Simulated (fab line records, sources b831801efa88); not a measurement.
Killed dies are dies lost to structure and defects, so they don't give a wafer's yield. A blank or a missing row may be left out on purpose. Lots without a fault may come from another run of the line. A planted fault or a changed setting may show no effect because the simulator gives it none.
Chamber matching | flow gf180mcu | GF_PASSIVATION_CVD_00 on pecvd-04: 3 sister chambers
The step deposits SiO2 from TEOS, target thk 1000 nm, time 111.95 s. 3 wafers are shown with their chamber, then 7 later ones without.

WAFERS WITH THEIR CHAMBER
wafer  | chamber | heater_power_outer_w (W)
L991.5 | 0       | 443
L992.1 | 1       | 353
L992.3 | 2       | 377

WAFERS WITHOUT THEIR CHAMBER
wafer  | heater_power_outer_w (W)
L992.6 | 403
L101.1 | 330
L101.4 | 324
L101.5 | 338
L102.2 | 383
L102.3 | 410
L102.4 | 404

WHICH CHAMBER EACH WENT THROUGH
wafer  | from the rows above          | in truth
L992.6 | can't be placed: 2 or 0 or 1 | 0
L101.1 | can't be placed: 1 or 2      | 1
L101.4 | can't be placed: 1 or 2      | 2
L101.5 | can't be placed: 1 or 2      | 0
L102.2 | can't be placed: 2 or 1      | 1
L102.3 | can't be placed: 0 or 2 or 1 | 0
L102.4 | can't be placed: 2 or 0 or 1 | 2
Placed correctly: 0 of 7. Can't be placed from these rows: 7 (the true chamber is among the candidates in 6). Placed wrongly: 0.
How it was worked out, from the rows above alone: a wafer's distance from a chamber is the root of the sum, over the readings, of the square of ((its reading less the chamber's mean) divided by the reading's scatter). The wafer belongs to the nearest chamber; if the next one is less than 2 further off, it can't be placed. A chamber's mean is the mean of its shown wafers. The scatter: with one shown wafer a chamber, the root of the mean of the squares of how far each hidden wafer lies from its nearest shown one.
